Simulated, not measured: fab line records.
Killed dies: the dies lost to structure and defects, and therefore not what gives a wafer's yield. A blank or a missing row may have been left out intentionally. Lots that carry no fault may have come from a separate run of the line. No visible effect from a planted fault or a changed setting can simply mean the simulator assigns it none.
Comparing a struck lot with a sound one -- flow gf180mcu -- 43 out of 602 route steps
Sound: these wafers, L154.1, L154.4, L154.5. The struck wafers were L152.1, L152.2, L152.4. The cause comes at the end.
Each step with rows lists, per side, the tool, then ch with its chambers, then its first start. Under that, the readings that differ: sound wafers -- struck wafers -- difference of the means -- sigmas: that difference in standard deviations of wafers without a fault.
alike: readings with means less than 2 such deviations apart, plus words and numbers identical on both sides. not compared: withheld readings, readings lacking a value on some wafer, bounds such as >300 that could conceal the same value, and numbers that have no deviation in the record and whose values overlap.
The two part at a step that has a row with sigmas, a row that says differs or no value, or rows on one side only. When numbers do not overlap yet have no deviation, they are printed without sigmas and do not part them. A reading missing from all wafers of one side parts the sides only when that side holds two or more wafers.

GF_HV_LDD_STRIP_37: strips in O2/N2.
  sound on plasmaAsher-04 ch 0, day 16 21:07; struck on plasmaAsher-03 ch 0,1, day 15 23:46
  alike: drypumpMotorCurrentA, heaterPowerW, oesProductAu, stripTimeToEndpointS
  not compared: rfHoursCounterH
GF_HV_LDD_TW_MEAS_38:
  struck on filmMetro-03, day 15 23:52; sound on filmMetro-03, day 16 21:13
  alike: HV_LDD_3_TW
then, 7 steps without rows for these wafers: GF_HV_LDD_DEHYDRATE_39 (time 60 s); GF_HV_LDD_HMDS_40 (prime time 60 s); GF_HV_LDD_COAT_41 (resist thk 1000 nm); GF_HV_LDD_SOFTBAKE_42 (time 60 s); GF_HV_LDD_EXPOSE_43 (exposes mask Pplus HV AREA, target cd 400 nm); GF_HV_LDD_PEB_44; GF_HV_LDD_DEVELOP_45 (develop time 60 s).
GF_HV_LDD_CD_MEAS_46 targets a cd of 400 nm.
  struck on cdSem-02, day 16 22:22; sound on cdSem-02, day 17 20:22
  alike: cdNm
GF_HV_LDD_OVL_MEAS_47:
  struck on overlay-02, day 16 22:29; sound on overlay-02, day 17 20:29
reading,sound,struck,difference,sigmas
HV_LDD_03_OVL (nm),-2.9 -0.6 -0.7,2.8 3.5 2.4,+4.3,+3
following that, these wafers have no rows for 1 step: GF_HV_LDD_IMPLANT_48.
GF_HV_LDD_STRIP_49: strips in O2/N2.
  sound on plasmaAsher-02 ch 1, day 17 20:40; struck on plasmaAsher-04 ch 0,1, day 16 22:40
reading,sound,struck,difference,sigmas
heaterPowerW (W),309 303 307,385 324 397,+62,+2
stripTimeToEndpointS (s),12.70 12.68 12.69,12.62 12.57 12.58,-0.10,-3
  alike: drypumpMotorCurrentA, oesProductAu
  not compared: rfHoursCounterH
GF_HV_LDD_TW_MEAS_50:
  struck on filmMetro-01, day 16 22:46; sound on filmMetro-03, day 17 20:46
  alike: HV_LDD_4_TW
then, 1 step without rows for these wafers: GF_HV_LDD_CLEAN_51 (cleans in SC1/SC2, time 150 s).
GF_HV_LDD_RTA_52: time 10 s.
  sound on rtpAnneal-01 ch 0, day 17 20:53; struck on rtpAnneal-01 ch 0, day 16 22:53
  alike: annealTempCMax, lampPowerPct, wafer_temp_C_max
GF_HV_LDD_RS_MEAS_53: a four-point-probe measurement.
  struck on filmMetro-02, day 16 22:57; sound on filmMetro-02, day 17 20:57
  alike: HV_LDD_RS
then, 1 step without rows for these wafers: GF_HV_LDD_CVD_54 (deposits SiO2 from TEOS, target thk 10 nm, time 75 s).
GF_HV_LDD_THK_MEAS_55:
  struck on filmMetro-02, day 17 00:05; sound on filmMetro-01, day 17 22:05
  alike: HV_LDD_CVD_54_THK
then, 1 step without rows for these wafers: GF_HV_LDD_CVD_56 (deposits Si3N4 from DCS/NH3, target thk 90 nm, time 1543 s).
GF_HV_LDD_THK_MEAS_57:
  struck on filmMetro-01, day 17 01:35; sound on filmMetro-01, day 17 23:34
reading,sound,struck,difference,sigmas
HV_LDD_CVD_56_THK (nm),90.4 90.7 91.5,88.5 88.9 89.4,-1.9,-2
GF_HV_LDD_ETCHBACK_58: etches Si3N4 in CH3F/O2, stops on SiO2, time 100 s, target depth 90 nm.
  sound on rieDiel-03 ch 0,2, day 17 23:38; struck on rieDiel-02 ch 0,1,2, day 17 01:38
  alike: drypumpMotorCurrentA, oesProductAu, throttleValvePct
  not compared: rfHoursCounterH
then, 7 steps without rows for these wafers: GF_NSD_DEHYDRATE_00 (time 60 s); GF_NSD_HMDS_01 (prime time 60 s); GF_NSD_COAT_02 (resist thk 1000 nm); GF_NSD_SOFTBAKE_03 (time 60 s); GF_NSD_EXPOSE_04 (exposes mask Nplus, target cd 400 nm); GF_NSD_PEB_05; GF_NSD_DEVELOP_06 (develop time 60 s).
GF_NSD_CD_MEAS_07 targets a cd of 400 nm.
  struck on cdSem-01, day 18 01:04; sound on cdSem-02, day 18 22:34
reading,sound,struck,difference,sigmas
cdNm (nm),395.8 394.0 395.1,397.9 399.6 400.1,+4.2,+2
GF_NSD_OVL_MEAS_08:
  struck on overlay-01, day 18 01:11; sound on overlay-01, day 18 22:41
  alike: NSD_OVL
then, 2 steps without rows for these wafers: GF_NSD_IMPLANT_09; GF_NSD_IMPLANT_10.
GF_NSD_STRIP_11: strips in O2/N2.
  sound on plasmaAsher-01 ch 0,1, day 18 23:01; struck on plasmaAsher-04 ch 0,1, day 18 01:31
  alike: drypumpMotorCurrentA, heaterPowerW, oesProductAu, stripTimeToEndpointS
  not compared: rfHoursCounterH
GF_NSD_TW_MEAS_12:
  struck on filmMetro-03, day 18 01:37; sound on filmMetro-01, day 18 23:07
  alike: NSD_TW
then, 7 steps without rows for these wafers: GF_PSD_DEHYDRATE_00 (time 60 s); GF_PSD_HMDS_01 (prime time 60 s); GF_PSD_COAT_02 (resist thk 1000 nm); GF_PSD_SOFTBAKE_03 (time 60 s); GF_PSD_EXPOSE_04 (exposes mask Pplus, target cd 400 nm); GF_PSD_PEB_05; GF_PSD_DEVELOP_06 (develop time 58.87 s).
-- the record jumps here: 15 days lie between the struck wafers' starts before and after (it left off in module PSD and takes up again in module PASSIVATION, whose first step shown is number 602 of the route) --
GF_PASSIVATION_PROBE_99:
  record: rows for the struck wafers here (prober-02, day 32 20:44), none for the sound ones

== WHERE THEY PART ==
Last at GF_PASSIVATION_PROBE_99 as far as this record goes, first at GF_HV_LDD_OVL_MEAS_47.

WHY: what had been put in by the simulator
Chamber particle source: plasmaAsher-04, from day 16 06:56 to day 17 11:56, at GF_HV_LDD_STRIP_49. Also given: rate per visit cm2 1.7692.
